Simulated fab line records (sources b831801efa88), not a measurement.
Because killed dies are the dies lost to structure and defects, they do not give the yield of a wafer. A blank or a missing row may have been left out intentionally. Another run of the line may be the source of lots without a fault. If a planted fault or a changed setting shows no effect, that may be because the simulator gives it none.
A lot that was struck, set against a sound lot    flow gf180mcu    33 out of 602 route steps
Sound: wafers L556.1, L556.2, L556.6. Struck: wafers L562.2, L562.5, L562.6. The cause is given at the end.
For every step that has rows: the tool of each side, followed by ch and its chambers, followed by its first start. Under that, the readings that differ: sound wafers    struck wafers    difference of the means    sigmas: that difference in standard deviations of wafers without a fault.
alike: readings whose means differ by less than 2 such deviations, and words and numbers that are the same on both sides. not compared: withheld readings, readings that some wafer has no value for, bounds like >300 that may hide the same value, and numbers for which the record gives no deviation and whose values overlap.
Wherever a step has rows on one side only, a row that says differs or no value, or a row with sigmas, the two part there. When numbers do not overlap yet have no deviation, they are printed without sigmas and do not part them. A reading missing from all wafers of one side parts the sides only when that side holds two or more wafers.

first, 1 step without rows for these wafers: GF_M5_DEVELOP_06 (develop time 60 s).
GF_M5_CD_MEAS_07 targets a cd of 280 nm.
  sound on cdSem-02, day 26 21:55; struck on cdSem-01, day 28 21:32
  alike: cdNm
GF_M5_OVL_MEAS_08:
  sound on overlay-01, day 26 22:02; struck on overlay-01, day 28 21:38
  alike: M5_OVL
GF_M5_ETCH_09: etches Si3N4 in CF4/O2, target depth 52 nm, time 11.6 s.
  sound on rieDiel-03 ch 0,1, day 26 22:04; struck on rieDiel-01 ch 0,2,3, day 28 21:40
reading                   sound        struck       difference  sigmas
drypumpMotorCurrentA (A)  5.6 5.3 5.3  6.6 6.5 6.2  +1.0        +3
  alike: chamberPressureMTorr, oesProductAu, throttleValvePct
  not compared: rfHoursCounterH
then, 1 step without rows for these wafers: GF_M5_METAL_ETCH_10 (etches the open film in Cl2/BCl3, stops on SiO2, target depth 627.5 nm, time 104.6 s).
GF_M5_STRIP_11: strips in O2/N2.
  sound on plasmaAsher-04 ch 0,1, day 26 22:13; struck on plasmaAsher-02 ch 0,1, day 28 21:49
  alike: chamberPressureMTorr, drypumpMotorCurrentA, heaterPowerW, oesProductAu, stripTimeToEndpointS
  not compared: rfHoursCounterH
then, 3 steps without rows for these wafers: GF_M5_STRIP_12 (strips in post etch residue remover, time 1200 s); GF_M5_CLEAN_13 (cleans in DIW); GF_V5_CVD_00 (deposits SiO2, target thk 300 nm, time 50 s).
GF_V5_THK_MEAS_01:
  sound on filmMetro-02, day 26 22:47; struck on filmMetro-04, day 28 22:25
reading             sound        struck       difference  sigmas
V5_CVD_00_THK (nm)  297 299 295  302 308 308  +9          +2
GF_V5_CVD_02: deposits SiO2 from TEOS, target thk 1450 nm, time 163.28 s.
  sound on pecvd-01 ch 0,1, day 26 22:51; struck on pecvd-01 ch 0,1, day 28 22:28
  alike: heaterPowerW, susceptorTempC
GF_V5_THK_MEAS_03:
  sound on filmMetro-04, day 26 22:58; struck on filmMetro-02, day 28 22:35
  alike: V5_CVD_02_THK
GF_V5_CMP_04: polishes SiO2.
  sound on cmp-02 ch 0,2, day 26 23:04; struck on cmp-02 ch 1,2, day 28 22:50
  no value came back on the struck wafers for any of 5 readings (edgeZonePressureFrac, headPressurePsi (psi) and others); on the sound wafers edgeZonePressureFrac reads 0.993 0.990 0.999
reading                             sound            struck          difference  sigmas
model.SiO2_of_V5_CVD_02.thkNm (nm)  856.6 856 855.1  1426 1463 1472  +598        
GF_V5_BOW_MEAS_05:
  sound on filmMetro-04, day 26 23:19; struck on filmMetro-02, day 28 23:06
reading      sound        struck       difference  sigmas
V5_BOW (um)  129 128 116  158 161 157  +34         +3
then, 8 steps without rows for these wafers: GF_V5_DEHYDRATE_06 (time 60 s); GF_V5_HMDS_07 (prime time 60 s); GF_V5_COAT_08; GF_V5_COAT_09 (resist thk 1000 nm); GF_V5_SOFTBAKE_10 (time 60 s); GF_V5_EXPOSE_11 (exposes mask Via5, target cd 260 nm); GF_V5_PEB_12 (peb time 90 s); GF_V5_DEVELOP_13 (develop time 60 s).
GF_V5_CD_MEAS_14 targets a cd of 260 nm.
  sound on cdSem-01, day 27 19:43; struck on cdSem-01, day 29 17:47
  alike: cdNm
GF_V5_OVL_MEAS_15:
  sound on overlay-01, day 27 19:50; struck on overlay-02, day 29 17:53
reading      sound     struck  difference  sigmas
V5_OVL (nm)  -9 0 -12  10 1 2  +11         +2
then, 1 step without rows for these wafers: GF_V5_ETCH_16 (etches BARC in N2/H2).
GF_V5_ETCH_17: etches SiO2 in C4F8/O2/Ar, stops on TiN, target depth 855 nm.
  sound: rieDiel-03 ch 0,1; struck: rieDiel-03 ch 0,2,3
reading                       sound              struck             difference  sigmas
oesProductAu (a.u.)           0.861 0.857 0.854  1.642 1.684 1.641  +0.798      +99 or more
model.V5.featureDepthNm (nm)  856.6 856 855.1    1111 1155 1117     +272        
model.etch.depthNm (nm)       856.6 856 855.1    1111 1155 1117     +272        
  alike: chamberPressureMTorr
then, 3 steps without rows for these wafers: GF_V5_STRIP_18 (strips in O2/N2); GF_V5_STRIP_19 (strips in post etch residue remover, time 1200 s); GF_V5_CLEAN_20 (cleans in DIW).
GF_V5_SPUTTER_21: material Ti, target thk 15 nm, time 80.02 s.
  sound on pvdSputter-04, day 27 20:37; struck on pvdSputter-01, day 29 18:37
  alike: substrateTempC, throttleValvePct
then, 1 step without rows for these wafers: GF_V5_SPUTTER_22 (material TiN, target thk 10 nm, time 40 s).
GF_V5_CVD_23: deposits W, target thk 350 nm, time 104.9 s.
  sound on cvdW-02 ch 0,1, day 27 20:43; struck on cvdW-01 ch 0,1, day 29 18:43
  alike: chamberPressureTorr, heaterPowerW, susceptorTempC
GF_V5_CMP_26: polishes, stops on SiO2, t overpolish 15 s, target thk 0 nm.
  sound on cmp-02 ch 1,2,3, day 27 21:03; struck on cmp-01 ch 2,3, day 29 19:03
reading                             sound              struck          difference  sigmas
model.SiO2_of_V5_CVD_02.thkNm (nm)  852.8 852.2 851.3  1422 1459 1468  +598        
  alike: edgeZonePressureFrac, headPressurePsi, motorCurrentA, platenRpm, slurryFlowMlMin

WHERE THEY PART
At GF_M5_ETCH_09 first; at GF_V5_ETCH_17 last (within this record only). Later steps at which nothing parts them and some readings are alike: GF_V5_SPUTTER_21, GF_V5_CVD_23, GF_V5_CMP_26.

WHY: whatever the simulator had introduced
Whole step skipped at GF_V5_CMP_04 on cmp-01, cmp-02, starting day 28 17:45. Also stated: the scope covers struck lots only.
